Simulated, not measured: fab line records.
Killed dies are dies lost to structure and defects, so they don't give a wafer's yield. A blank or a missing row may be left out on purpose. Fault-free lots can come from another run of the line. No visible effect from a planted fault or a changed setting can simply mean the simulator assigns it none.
What tool caused it?	flow gf180mcu	6 lots with 18 wafers sampled at 3 steps, on a route of 602 steps

== WHAT THE GAUGES READ, wafer by wafer ==
GF_PASSIVATION_THK_MEAS_01.
lot	measured	on	PASSIVATION_CVD_00_THK (nm)
L867	day 29 17:35	filmMetro-03	997 1004 1006
L869	day 30 12:44	filmMetro-03	995 989 987
L874	day 31 16:53	filmMetro-04	992 1015 1015
L876	day 32 07:16	filmMetro-01	642 992 1007
L881	day 33 11:25	filmMetro-03	1002 993 989
L884	day 34 01:11	filmMetro-04	975 1007 983

== WHAT TOOL EACH LOT RAN ON (gives the tool, then ch and the chambers of the sampled wafers, and finally the start) ==
lot	GF_V4_CMP_26	GF_PASSIVATION_CVD_00
L867	cmp-02 ch 1,2, day 26 04:38	pecvd-02 ch 0,2, day 29 17:29
L869	cmp-01 ch 1,2,3, day 27 00:04	pecvd-03 ch 0,1,2, day 30 12:40
L874	cmp-02 ch 1,2, day 28 09:20	pecvd-02 ch 0,1, day 31 16:47
L876	cmp-02 ch 0,2,3, day 29 00:49	pecvd-01 ch 0,2, day 32 07:11
L881	cmp-02 ch 0,1,2, day 30 11:08	pecvd-03 ch 0,1,2, day 33 11:20
L884	cmp-01 ch 0,1,2, day 31 02:50	pecvd-03 ch 0,1,2, day 34 01:05
- GF_V4_CMP_26: polishes, stops on SiO2, t overpolish 15 s, target thk 0 nm.
- GF_PASSIVATION_CVD_00: deposits SiO2 from TEOS, target thk 1000 nm, time 111.95 s.

== THE ANSWER, worked out from the rows above alone ==
Rule: the usual values come from the lots themselves. Put in order of their means at a reading, lots are off if they are a third of the lots or fewer, leave a main group of 4 or more, and stand apart from it by a gap of 3 or more times the standard deviation of the main group's means; of several such gaps the widest counts. A main group is skipped when, at the precision printed for the reading in the tables above, its means are all equal. A lot without any number at a reading at which 4 lots or more have one is off too. The other lots that the step has rows for count as sound.
Off: at GF_PASSIVATION_THK_MEAS_01 (PASSIVATION_CVD_00_THK), L876. Mean 997 nm and standard deviation 7.2 in the main group.
A tool fits if, at a process step before that reading, it ran every lot that is off, and no sound lot after the first of them. Those tools and the gauges at GF_PASSIVATION_THK_MEAS_01 are tried in the same way. 2 tools fit, pecvd-01 at GF_PASSIVATION_CVD_00 and filmMetro-01 at GF_PASSIVATION_THK_MEAS_01, so this cannot tell which one it is.

== WHAT WAS PUT IN BY THE SIMULATOR ==
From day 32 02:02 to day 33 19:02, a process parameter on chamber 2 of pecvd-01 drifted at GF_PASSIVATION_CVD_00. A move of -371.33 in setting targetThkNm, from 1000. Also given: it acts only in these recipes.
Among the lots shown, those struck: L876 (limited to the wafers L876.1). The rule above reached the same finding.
